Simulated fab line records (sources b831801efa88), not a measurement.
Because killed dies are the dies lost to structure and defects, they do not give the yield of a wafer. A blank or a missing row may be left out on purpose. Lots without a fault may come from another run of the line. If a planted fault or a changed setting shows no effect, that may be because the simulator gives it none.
Chamber matching -- flow sky130 -- rie_diel-03 running SKY_VIA3_ETCH_15: 4 sister chambers
The step etches SiO2 in C4F8/O2/Ar, stops on TiN, target depth 507 nm, time 78 s. 8 wafers are shown with their chamber, then 11 later ones without.

## WAFERS WITH THEIR CHAMBER
wafer,chamber,oes_product_au (a.u.)
L076.6,3,0.950
L077.2,3,0.942
L091.1,2,0.942
L091.2,1,0.944
L091.4,0,0.945
L091.5,2,0.945
L091.6,1,0.947
L090.3,0,0.951

## WAFERS WHOSE CHAMBER IS MISSING
wafer,oes_product_au (a.u.)
L090.5,0.954
L090.6,0.952
L094.3,0.947
L094.5,0.946
L094.6,0.941
L095.1,0.948
L095.2,0.934
L095.3,0.936
L095.4,0.949
L095.5,0.936
L095.6,0.953

## WHICH CHAMBER EACH ONE RAN IN
wafer,from the rows above,in truth
L090.5,can't be placed: 0 or 3 or 1 or 2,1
L090.6,can't be placed: 0 or 3 or 1 or 2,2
L094.3,can't be placed: 0 or 3 or 1 or 2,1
L094.5,can't be placed: 3 or 1 or 0 or 2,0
L094.6,can't be placed: 2 or 1 or 3 or 0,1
L095.1,can't be placed: 0 or 3 or 1 or 2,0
L095.2,can't be placed: 2 or 1 or 3 or 0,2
L095.3,can't be placed: 2 or 1 or 3 or 0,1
L095.4,can't be placed: 0 or 3 or 1 or 2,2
L095.5,can't be placed: 2 or 1 or 3 or 0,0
L095.6,can't be placed: 0 or 3 or 1 or 2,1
Correct placement for 0 of the 11. Cannot be placed on the basis of these rows: 11; the candidates contain the true chamber in 11. Placed wrongly: 0.
How it was worked out, from the rows above alone: a wafer's distance from a chamber is the root of the sum, over the readings, of the square of ((its reading less the chamber's mean) divided by the reading's scatter). The wafer belongs to the nearest chamber; if the next one is less than 2 further off, it can't be placed. A chamber's mean is the mean of its shown wafers. The scatter: take each reading less its chamber's mean, square it, sum over the shown wafers, divide by the number of wafers less the number of chambers, and take the root.
